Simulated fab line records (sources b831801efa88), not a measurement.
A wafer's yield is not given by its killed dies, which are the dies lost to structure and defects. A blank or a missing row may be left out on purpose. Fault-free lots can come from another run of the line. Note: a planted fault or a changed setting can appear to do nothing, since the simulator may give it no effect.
Chamber matching + flow sky130 + 4 sister chambers for SKY_VIA4_CMP_02 on cmp-01
The step polishes SiO2. 8 wafers are shown with their chamber, then 12 later ones without.

WAFERS, EACH WITH ITS CHAMBER
| wafer  | chamber | motor current A (A) |
|--------|---------|---------------------|
| L086.5 | 3       | 10.8                |
| L085.4 | 3       | 10.2                |
| L088.5 | 1       | 15.6                |
| L089.1 | 1       | 15.5                |
| L089.4 | 0       | 13.5                |
| L092.2 | 0       | 13.0                |
| L092.4 | 2       | 12.6                |
| L092.6 | 2       | 12.5                |

WAFERS MISSING THEIR CHAMBER
| wafer  | motor current A (A) |
|--------|---------------------|
| L094.1 | 13.4                |
| L094.3 | 12.6                |
| L094.5 | 16.2                |
| L095.3 | 13.8                |
| L095.4 | 15.3                |
| L095.5 | 16.1                |
| L096.2 | 13.0                |
| L096.3 | 13.5                |
| L096.4 | 15.1                |
| L097.1 | 11.2                |
| L097.3 | 12.7                |
| L097.4 | 15.7                |

WHICH CHAMBER EACH WENT THROUGH
| wafer  | from the rows above     | in truth |
|--------|-------------------------|----------|
| L094.1 | 0                       | 0        |
| L094.3 | 2                       | 2        |
| L094.5 | 1                       | 1        |
| L095.3 | 0                       | 0        |
| L095.4 | 1                       | 1        |
| L095.5 | 1                       | 1        |
| L096.2 | can't be placed: 0 or 2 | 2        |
| L096.3 | 0                       | 0        |
| L096.4 | 1                       | 1        |
| L097.1 | 3                       | 3        |
| L097.3 | can't be placed: 2 or 0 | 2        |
| L097.4 | 1                       | 1        |
Placed correctly: 10 of 12. Not placeable from these rows: 2 (in 2, the candidates include the true chamber). 0 placed wrongly.
How it was worked out, from the rows above alone: a wafer's distance from a chamber is the root of the sum, over the readings, of the square of ((its reading less the chamber's mean) divided by the reading's scatter). The wafer belongs to the nearest chamber; if the next one is less than 2 further off, it can't be placed. For every chamber, the mean is computed from those of its wafers that are shown. The scatter: take each reading less its chamber's mean, square it, sum over the shown wafers, divide by the number of wafers less the number of chambers, and take the root.
